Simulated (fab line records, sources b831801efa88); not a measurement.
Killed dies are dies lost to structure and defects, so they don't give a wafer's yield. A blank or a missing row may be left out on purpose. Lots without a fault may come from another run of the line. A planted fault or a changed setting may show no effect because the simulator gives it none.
A struck lot beside a sound one | flow sky130 | 16 steps out of a route of 708
Sound: wafers L721.3, L721.5, L721.6. Struck: wafers L728.2, L728.4, L728.5. The cause comes at the end.
At each step with rows: each side's tool, then ch and its chambers, then its first start. Under that, the readings that differ: sound wafers | struck wafers | difference of the means | sigmas: that difference in standard deviations of wafers without a fault.
alike: readings whose means differ by less than 2 such deviations, and words and numbers that are the same on both sides. not compared: withheld readings, readings that some wafer has no value for, bounds like >300 that may hide the same value, and numbers for which the record gives no deviation and whose values overlap.
The two part at a step that has a row with sigmas, a row that says differs or no value, or rows on one side only. Numbers that don't overlap but have no deviation are shown without sigmas and don't part them. A reading that every wafer of one side lacks parts them only if that side has two wafers or more.

first, 2 steps without rows for these wafers: SKY_METAL3_PEB_11; SKY_METAL3_DEVELOP_12 (develop time 60 s).
SKY_METAL3_CD_MEAS_13: target cd 300 nm.
  sound on cd_sem-01, day 39 16:17; struck on cd_sem-01, day 42 12:10
  alike: cd_nm
SKY_METAL3_OVL_MEAS_14:
  sound on overlay-01, day 39 16:22; struck on overlay-02, day 42 12:17
  alike: METAL3_OVL
SKY_METAL3_DESCUM_15: chemistry O2, time 8 s.
  sound on rie_metal-04 ch 0,1, day 39 16:25; struck on rie_metal-02 ch 1, day 42 12:19
  alike: drypump_motor_current_A, oes_product_au
  not compared: rf_hours_counter_h
then, 1 step without rows for these wafers: SKY_METAL3_ETCH_16 (etches BARC in N2/H2, stops on SiO2, time 88.2 s, target depth 60 nm).
SKY_METAL3_ETCH_17: etches SiO2 in C4F8/O2/Ar, stops on TiN, time 3.9 s, target depth 15 nm.
  sound on rie_diel-02 ch 0,3, day 39 16:34; struck on rie_diel-01 ch 1,2,3, day 42 12:26
  reading               | sound             | struck            | difference | sigmas
  oes_product_au (a.u.) | 0.759 0.773 0.764 | 0.745 0.746 0.746 | -0.020     | -3
SKY_METAL3_METAL_ETCH_18: etches the open film in Cl2/BCl3, stops on SiO2, target depth 845 nm, time 183.1 s.
  sound on rie_metal-03 ch 0,1, day 39 16:39; struck on rie_metal-03 ch 0,1, day 42 12:28
  alike: drypump_motor_current_A, oes_product_au, throttle_valve_pct
  not compared: rf_hours_counter_h
SKY_METAL3_STRIP_19: strips in O2/N2.
  sound on plasma_asher-04 ch 0,1, day 39 16:48; struck on plasma_asher-01 ch 1, day 42 12:38
  alike: drypump_motor_current_A, n2_flow_sccm, oes_product_au, strip_time_to_endpoint_s
  not compared: rf_hours_counter_h
then, 3 steps without rows for these wafers: SKY_METAL3_STRIP_20 (strips in post etch residue remover, time 1200 s); SKY_METAL3_CLEAN_21 (cleans in IPA, time 180 s); SKY_METAL3_CLEAN_22 (cleans in O3/DIW).
SKY_VIA3_HDPCVD_00: deposits SiO2, target thk 1635 nm, time 272.5 s.
  sound on hdpcvd-01 ch 0,2, day 39 17:24; struck on hdpcvd-01 ch 0,1,2, day 42 13:17
  reading                                  | sound             | struck            | difference | sigmas
  sih4_flow_sccm (sccm)                    | 60.04 60.23 60.04 | 48.17 48.04 47.93 | -12.06     | -63
  model.SiO2_of_VIA3_HDPCVD_00.thk_nm (nm) | 1653 1625 1641    | 1287 1276 1300    | -352       |
SKY_VIA3_THK_MEAS_01:
  sound on film_metro-04, day 39 17:35; struck on film_metro-04, day 42 13:41
  reading              | sound          | struck         | difference | sigmas
  VIA3_HDPCVD_THK (nm) | 1653 1625 1640 | 1286 1277 1300 | -352       | -21
  not compared: hold
SKY_VIA3_CMP_02: polishes SiO2.
  sound on cmp-01 ch 1,2, day 39 17:37; struck on cmp-02 ch 0,2,3, day 42 15:44
  reading | sound | struck                                                                     | difference                   | sigmas
  hold    | - - - | await_dispo/1.7h/release await_dispo/1.7h/release await_dispo/1.7h/release | no value on the sound wafers |
  alike: edge_zone_pressure_frac, motor_current_A
SKY_PAD_OPEN_PROBE_99:
  the record has rows for the sound wafers here (prober-01, day 46 20:08) and none for the struck ones

WHERE THEY PART
First at SKY_METAL3_ETCH_17; last, within this record, at SKY_PAD_OPEN_PROBE_99.

WHY: what the simulator had put in
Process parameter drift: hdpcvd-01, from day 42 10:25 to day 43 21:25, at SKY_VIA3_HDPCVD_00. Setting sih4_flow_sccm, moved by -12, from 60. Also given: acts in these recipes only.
